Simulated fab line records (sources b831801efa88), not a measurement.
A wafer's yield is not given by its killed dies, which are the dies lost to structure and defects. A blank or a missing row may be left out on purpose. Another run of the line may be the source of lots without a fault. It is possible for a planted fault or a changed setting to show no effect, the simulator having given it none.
Chamber matching :: flow gf180mcu :: 4 sister chambers for GF_V4_CMP_26 on cmp-01
The step polishes, stops on SiO2, t overpolish 15 s, target thk 0 nm. 4 wafers are shown with their chamber, then 8 later ones without.

## EACH WAFER AND ITS CHAMBER
wafer: L501.1
chamber: 2
motorCurrentA (A): 11.0

wafer: L503.4
chamber: 1
motorCurrentA (A): 11.1

wafer: L504.5
chamber: 0
motorCurrentA (A): 10.7

wafer: L507.1
chamber: 3
motorCurrentA (A): 12.2

## WAFERS MISSING THEIR CHAMBER
wafer: L507.3
motorCurrentA (A): 11.1

wafer: L507.4
motorCurrentA (A): 11.2

wafer: L508.1
motorCurrentA (A): 10.6

wafer: L508.4
motorCurrentA (A): 11.0

wafer: L508.6
motorCurrentA (A): 10.9

wafer: L514.3
motorCurrentA (A): 10.3

wafer: L514.4
motorCurrentA (A): 11.3

wafer: L514.6
motorCurrentA (A): 11.0

## WHICH CHAMBER EACH WENT THROUGH
wafer: L507.3
from the rows above: can't be placed: 1 or 2
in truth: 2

wafer: L507.4
from the rows above: can't be placed: 1 or 2
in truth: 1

wafer: L508.1
from the rows above: can't be placed: 0 or 2
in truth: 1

wafer: L508.4
from the rows above: can't be placed: 2 or 1 or 0
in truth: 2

wafer: L508.6
from the rows above: can't be placed: 2 or 1 or 0
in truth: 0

wafer: L514.3
from the rows above: can't be placed: 0 or 2
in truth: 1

wafer: L514.4
from the rows above: can't be placed: 1 or 2
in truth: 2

wafer: L514.6
from the rows above: can't be placed: 2 or 1 or 0
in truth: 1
0 of 8 placed correctly. Unplaceable from these rows: 8, with the true chamber sitting among the candidates in 6. 0 placed wrongly.
How it was worked out, from the rows above alone: a wafer's distance from a chamber is the root of the sum, over the readings, of the square of ((its reading less the chamber's mean) divided by the reading's scatter). The wafer belongs to the nearest chamber; if the next one is less than 2 further off, it can't be placed. The mean given for a chamber averages the wafers shown for that chamber. The scatter: with one shown wafer a chamber, the root of the mean of the squares of how far each hidden wafer lies from its nearest shown one.
